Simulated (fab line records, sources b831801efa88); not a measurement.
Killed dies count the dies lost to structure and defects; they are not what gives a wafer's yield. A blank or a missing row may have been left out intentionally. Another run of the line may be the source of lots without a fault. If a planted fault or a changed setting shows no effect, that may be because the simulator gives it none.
Struck lot and sound lot, side by side | flow sky130 | 19 out of 708 route steps
Sound: the wafers L254.3, L254.5, L254.6. Wafers struck: L242.1, L242.5, L242.6. The cause is named last.
Per side, at each step with rows, come the tool, then ch with its chambers, and then its first start. Under that, the readings that differ: sound wafers | struck wafers | difference of the means | sigmas: that difference in standard deviations of wafers without a fault.
alike: words and numbers the same on both sides, and readings whose means are apart by under 2 such deviations; not compared: readings that were withheld, readings missing a value for some wafer, numbers with overlapping values and no deviation given by the record, and bounds like >300 which may hide the same value.
Wherever a step has rows on one side only, a row that says differs or no value, or a row with sigmas, the two part there. When numbers do not overlap yet have no deviation, they are printed without sigmas and do not part them. Lack of a reading on every wafer of one side parts them only where that side has two or more wafers.

SKY_LDD_HVP_OVL_MEAS_07:
  sound on overlay-02 at day 28 07:37; struck on overlay-02 at day 24 15:21
  alike: LDD_HVP_OVL
next, for these wafers, 1 step has no rows: SKY_LDD_HVP_IMPLANT_08.
SKY_LDD_HVP_STRIP_09: strips in O2/N2.
  sound on plasma asher-01 ch 0,1, day 28 07:49; struck on plasma asher-04 ch 0,1, day 24 15:32
  alike: drypump motor current A, oes product au, strip time to endpoint s
  not compared: rf hours counter h
SKY_LDD_HVP_TW_MEAS_10:
  sound on film metro-03 at day 28 07:55; struck on film metro-02 at day 24 15:38
  alike: LDD_HVP_TW
then, 7 steps without rows for these wafers: SKY_LDD_LDN_DEHYDRATE_00 (time 60 s); SKY_LDD_LDN_HMDS_01 (prime time 60 s); SKY_LDD_LDN_COAT_02 (resist thk 1140 nm); SKY_LDD_LDN_SOFTBAKE_03 (time 60 s); SKY_LDD_LDN_EXPOSE_04 (exposes mask LDNTM, target cd 700 nm); SKY_LDD_LDN_PEB_05; SKY_LDD_LDN_DEVELOP_06 (develop time 60 s).
SKY_LDD_LDN_OVL_MEAS_07:
  sound on overlay-01 at day 29 12:14; struck on overlay-02 at day 25 21:07
  alike: LDD_LDN_OVL
SKY_LDD_LDN_IMPLANT_08:
  sound on implanter-01 ch 0, day 29 12:19; struck on implanter-01, day 25 21:10
  no value came back on the struck wafers for beam energy keV, beam on s (s), rotation deg (degrees); on the sound wafers beam energy keV reads 15.001 15.000 15.002
then, 3 steps without rows for these wafers: SKY_LDD_LDN_IMPLANT_09; SKY_LDD_LDN_IMPLANT_10; SKY_LDD_LDN_IMPLANT_11.
SKY_LDD_LDN_STRIP_12: strips in O2/N2.
  sound on plasma asher-01 ch 0,1, day 29 12:53; struck on plasma asher-03 ch 0,1, day 25 21:46
  alike: drypump motor current A, oes product au, strip time to endpoint s
  not compared: rf hours counter h
SKY_LDD_LDN_TW_MEAS_13:
  sound on film metro-03 at day 29 12:59; struck on film metro-03 at day 25 21:52
  reading    | sound          | struck         | difference | sigmas
  LDD_LDN_TW | 1478 1475 1487 | 1371 1368 1366 | -112       | -11
then, 1 step without rows for these wafers: SKY_LDD_LDN_CLEAN_14 (cleans in SC1/SC2, time 150 s).

WHERE THEY PART
Last at SKY_LDD_LDN_TW_MEAS_13 as far as this record goes, first at SKY_LDD_LDN_IMPLANT_08.

WHY: what had been put in by the simulator
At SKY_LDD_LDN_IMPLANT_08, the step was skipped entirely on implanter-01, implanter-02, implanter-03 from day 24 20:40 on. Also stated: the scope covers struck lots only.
